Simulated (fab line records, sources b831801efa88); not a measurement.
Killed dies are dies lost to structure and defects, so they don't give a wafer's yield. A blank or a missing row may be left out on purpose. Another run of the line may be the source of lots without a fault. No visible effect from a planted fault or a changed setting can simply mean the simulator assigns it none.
A single fault, viewed from 2 desks    flow gf180mcu    every desk sees just its own numbers, and what lay behind them comes last

DESK OF THE TOOL OWNER: pvd-sputter-02
At GF_M3_SPUTTER_01 (material TiN, target thk 30 nm, time 25 s) the tool's own readings: per lot run on this tool, the mean of the sampled wafers that have a number. A lot is out of limits, marked OUT, if its mean lies more than 4 standard deviations from the usual mean; the brackets give that distance.
Columns: A = cathode-dc-power-W at GF_M3_SPUTTER_01, usual 6500.0 W; B = throttle-valve-pct at GF_M3_SPUTTER_01, usual 29.3 %
lot   first seen here  A       B
L462  day 23 14:20     6499.4  28.8
L472  day 27 22:35     6498.9  28.1
This desk's verdict: no lot among the 2 shows anything out of limits.

AT THE METROLOGY DESK
What the gauges read, lot by lot, whatever tool the lot ran on: means of the sampled wafers that have a number. A lot is out of limits, marked OUT, if its mean lies more than 4 standard deviations from the usual mean; the brackets give that distance.
Columns: A = V2_W_RS at GF_V2_RS_MEAS_24, usual 0.331 ohm/sq; B = V2_W_THK at GF_V2_THK_MEAS_25, usual 352 nm
lot   first seen here  A      B
L457  day 21 18:49     0.329  354
L462  day 23 13:45     0.331  356
L468  day 26 10:34     0.328  355
L470  day 27 04:40     0.333  351
L472  day 27 22:01     0.338  346
This desk's verdict: no lot among the 5 shows anything out of limits.

BROUGHT TOGETHER
The tool owner's desk saw nothing out of limits.
Metrology desk: nothing out of limits seen.

WHAT THE SIMULATOR HAD PUT IN
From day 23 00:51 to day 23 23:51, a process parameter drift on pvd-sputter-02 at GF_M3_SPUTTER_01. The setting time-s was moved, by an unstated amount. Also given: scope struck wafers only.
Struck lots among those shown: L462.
